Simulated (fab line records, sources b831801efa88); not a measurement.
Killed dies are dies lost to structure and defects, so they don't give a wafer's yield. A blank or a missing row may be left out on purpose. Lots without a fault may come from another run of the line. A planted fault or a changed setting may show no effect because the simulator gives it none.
Chamber matching | flow gf180mcu | GF_V5_CMP_26 on cmp-02: 4 sister chambers
The step polishes, stops on SiO2, t overpolish 15 s, target thk 0 nm. 7 wafers are shown with their chamber, then 7 later ones without.

WAFERS WITH THEIR CHAMBER
wafer  | chamber | motor_current_A (A) | time_to_endpoint_s (s)
L169.5 | 2       | 10.8                | 87
L169.6 | 3       | 12.6                | 86
L172.2 | 3       | 13.4                | 85
L172.3 | 0       | 11.1                | 84
L172.4 | 1       | 10.9                | 86
L174.1 | 2       | 11.2                | 87
L174.3 | 1       | 11.1                | 87

WAFERS WITHOUT THEIR CHAMBER
wafer  | motor_current_A (A) | time_to_endpoint_s (s)
L174.6 | 10.8                | 88
L185.3 | 12.1                | 81
L185.5 | 11.4                | 81
L185.6 | 11.1                | 84
L186.1 | 13.2                | 86
L186.2 | 10.0                | 85
L186.4 | 11.3                | 88

WHICH CHAMBER EACH WENT THROUGH
wafer  | from the rows above          | in truth
L174.6 | can't be placed: 2 or 1      | 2
L185.3 | 0                            | 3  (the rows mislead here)
L185.5 | 0                            | 0
L185.6 | 0                            | 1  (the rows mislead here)
L186.1 | 3                            | 3
L186.2 | can't be placed: 0 or 1 or 2 | 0
L186.4 | can't be placed: 2 or 1      | 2
Placed correctly: 2 of 7. Can't be placed from these rows: 3 (the true chamber is among the candidates in 3). Placed wrongly: 2.
How it was worked out, from the rows above alone: a wafer's distance from a chamber is the root of the sum, over the readings, of the square of ((its reading less the chamber's mean) divided by the reading's scatter). The wafer belongs to the nearest chamber; if the next one is less than 2 further off, it can't be placed. A chamber's mean is the mean of its shown wafers. The scatter: the root of (the sum of the squares of (reading less its chamber's mean) over the shown wafers, divided by (wafers less chambers)).
